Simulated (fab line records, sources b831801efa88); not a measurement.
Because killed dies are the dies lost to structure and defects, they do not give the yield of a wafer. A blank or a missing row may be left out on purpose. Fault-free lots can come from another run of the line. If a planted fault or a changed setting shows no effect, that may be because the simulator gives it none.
Which of the tools did it? ; flow sky130 ; route of 708 steps, sampled at 1 step: 7 lots, 21 wafers

WHAT THE GAUGES SHOWED, per wafer
SKY_RES_PROTECT_TW_MEAS_08.
lot;measured;on;POLY_GATE_TW
L747;day 15 14:56;film metro-03;4106 4101 4108
L748;day 16 11:08;film metro-01;3946 3962 3958
L751;day 17 16:14;film metro-02;3998 3997 3982
L755;day 19 01:49;film metro-02;4045 4033 4021
L759;day 20 22:14;film metro-03;4092 4100 4108
L766;day 22 18:44;film metro-02;4011 3990 4005
L768;day 23 09:00;film metro-03;4080 4082 4069

WHAT TOOL EACH LOT RAN ON (gives the tool, then ch and the chambers of the sampled wafers, and finally the start)
There is no process step in the record ahead of these readings.

THE ANSWER, worked out from the rows above alone
Rule: what is usual is taken from the lots themselves. The widest of any qualifying gaps counts: lots, ordered by their means at a reading, are off when they make up no more than a third of the lots, leave a main group of 4 or more, and stand apart from it by 3 or more times the standard deviation of that group's means. A main group whose means are all the same, to the digits that the tables above print for the reading, isn't used. Also off: a lot with no number at a reading for which 4 or more lots have one. Where the step has rows for the other lots, those lots are counted as sound.
No lot is off at any reading shown: from this, nothing can be told.

WHAT WAS PUT IN BY THE SIMULATOR
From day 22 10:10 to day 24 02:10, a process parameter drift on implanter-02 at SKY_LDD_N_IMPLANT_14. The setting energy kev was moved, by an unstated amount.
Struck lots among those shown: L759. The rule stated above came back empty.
